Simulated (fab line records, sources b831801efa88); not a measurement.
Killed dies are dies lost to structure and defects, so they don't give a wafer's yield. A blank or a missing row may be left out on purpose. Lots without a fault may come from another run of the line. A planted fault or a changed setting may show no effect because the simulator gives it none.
Which tool did it? | flow sky130 | 12 lots, 36 wafers sampled, at 3 steps of a route of 708

WHAT THE GAUGES READ, wafer by wafer
SKY_VIA1_THK_MEAS_01. Usual: VIA1_HDPCVD_THK 1035 nm, standard deviation 10.
lot  | measured     | on            | VIA1_HDPCVD_THK (nm) | flag
L519 | day 33 00:13 | film_metro-02 | 1047 1042 1032       |
L521 | day 33 13:35 | film_metro-02 | 1050 1040 1033       |
L522 | day 33 18:49 | film_metro-02 | 1042 1039 1038       |
L526 | day 35 07:50 | film_metro-02 | 1036 1036 1037       |
L529 | day 36 04:41 | film_metro-02 | 1014 1021 1014       |
L536 | day 38 10:31 | film_metro-02 | 1052 1038 1031       |
L537 | day 38 16:39 | film_metro-02 | 1049 1057 1025       |
L538 | day 38 20:20 | film_metro-04 | 1018 1028 1021       |
L539 | day 39 06:47 | film_metro-02 | 1032 1027 1056       |
L540 | day 39 07:50 | film_metro-01 | 1040 1034 1027       |
L541 | day 39 15:04 | film_metro-04 | 1033 1045 1038       |
L542 | day 39 17:14 | film_metro-02 | 1035 1047 1021       |

SKY_VIA1_CD_MEAS_12: target cd 150 nm. Usual: cd_nm 149.6 nm, standard deviation 1.4.
lot  | measured     | on        | cd_nm (nm)        | flag
L519 | day 34 03:27 | cd_sem-01 | 151.5 149.3 149.8 |
L521 | day 34 16:46 | cd_sem-01 | 148.4 149.3 147.4 |
L522 | day 34 21:57 | cd_sem-01 | 146.4 147.7 149.7 |
L526 | day 36 10:25 | cd_sem-02 | 150.1 150.5 149.7 |
L529 | day 37 07:34 | cd_sem-02 | 149.8 148.5 148.2 |
L536 | day 39 11:45 | cd_sem-02 | 149.5 149.6 151.0 |
L537 | day 39 17:35 | cd_sem-01 | 149.1 148.1 147.9 |
L538 | day 39 22:09 | cd_sem-02 | 148.9 149.8 148.7 |
L539 | day 40 07:24 | cd_sem-01 | 148.3 150.9 150.3 |
L540 | day 40 08:30 | cd_sem-02 | 151.6 152.3 152.5 |
L541 | day 40 16:13 | cd_sem-01 | 151.1 150.4 149.1 |
L542 | day 40 18:46 | cd_sem-02 | 148.0 147.9 149.2 |

WHICH TOOL RAN EACH LOT (tool, then ch and the chambers of the sampled wafers, then the start)
lot  | SKY_METAL1_ETCH_18
L519 | rie_metal-02 ch 0,1, day 32 23:21
L521 | rie_metal-04 ch 0,1, day 33 12:35
L522 | rie_metal-02 ch 0,1, day 33 17:57
L526 | rie_metal-02 ch 0, day 35 06:49
L529 | rie_metal-02 ch 0, day 36 03:40
L536 | rie_metal-01 ch 0,1, day 38 09:39
L537 | rie_metal-01 ch 0,1, day 38 15:47
L538 | rie_metal-01 ch 0,1, day 38 19:25
L539 | rie_metal-04 ch 0,1, day 39 05:54
L540 | rie_metal-02 ch 0,1, day 39 06:58
L541 | rie_metal-02 ch 0, day 39 14:09
L542 | rie_metal-04 ch 0,1, day 39 16:22
- SKY_METAL1_ETCH_18: etches BARC in N2/H2, stops on SiO2, time 45.9 s, target depth 60 nm.

WHAT THE TOOLS THEMSELVES READ (means of the sampled wafers that have a number; where no wafer has one, the mark that the record gives instead)
SKY_METAL1_ETCH_18. Usual: drypump_motor_current_A 5.8 A, standard deviation 0.66; oes_product_au 0.855 a.u., standard deviation 0.0046; rf_fwd_power_W 493.8 W, standard deviation 1.6; throttle_valve_pct 13.224 %, standard deviation 0.0082.
lot  | tool         | drypump_motor_current_A (A) | oes_product_au (a.u.) | rf_fwd_power_W (W) | throttle_valve_pct (%) | flag
L519 | rie_metal-02 | 5.8                         | 0.858                 | 495.4              | 13.219                 |
L521 | rie_metal-04 | 5.2                         | 0.851                 | 495.4              | 13.221                 |
L522 | rie_metal-02 | 5.8                         | 0.857                 | 495.4              | 13.221                 |
L526 | rie_metal-02 | 6.7                         | 0.859                 | 575.1              | 13.229                 | OFF
L529 | rie_metal-02 | 6.7                         | 0.857                 | 575.6              | 13.218                 | OFF
L536 | rie_metal-01 | 5.5                         | 0.855                 | 492.7              | 13.225                 |
L537 | rie_metal-01 | 5.6                         | 0.852                 | 493.5              | 13.228                 |
L538 | rie_metal-01 | 5.5                         | 0.855                 | 493.8              | 13.229                 |
L539 | rie_metal-04 | 5.3                         | 0.852                 | 493.7              | 13.222                 |
L540 | rie_metal-02 | 6.3                         | 0.852                 | 493.8              | 13.222                 |
L541 | rie_metal-02 | 6.7                         | 0.852                 | 494.3              | 13.229                 |
L542 | rie_metal-04 | 5.2                         | 0.854                 | 494.0              | 13.217                 |

THE ANSWER, worked out from the rows above alone
Rule: a lot is off if the mean of its wafers that have a number lies more than 3 standard deviations from the usual mean. A lot without any number at a reading at which 4 lots or more have one is off too. The other lots that the step has rows for count as sound. The gauges are gone through in route order, then the tools' own readings, and for those a lot's mean is taken as printed above. The first step at which some lot is off is used, and at that step the reading that is off furthest; a lot without a number counts as furthest.
Off: L526, L529, at SKY_METAL1_ETCH_18 (rf_fwd_power_W).
A tool fits if, at that step or a process step before it, it ran every lot that is off, and no sound lot after the first of them. None of those tried fits.

WHAT THE SIMULATOR HAD PUT IN
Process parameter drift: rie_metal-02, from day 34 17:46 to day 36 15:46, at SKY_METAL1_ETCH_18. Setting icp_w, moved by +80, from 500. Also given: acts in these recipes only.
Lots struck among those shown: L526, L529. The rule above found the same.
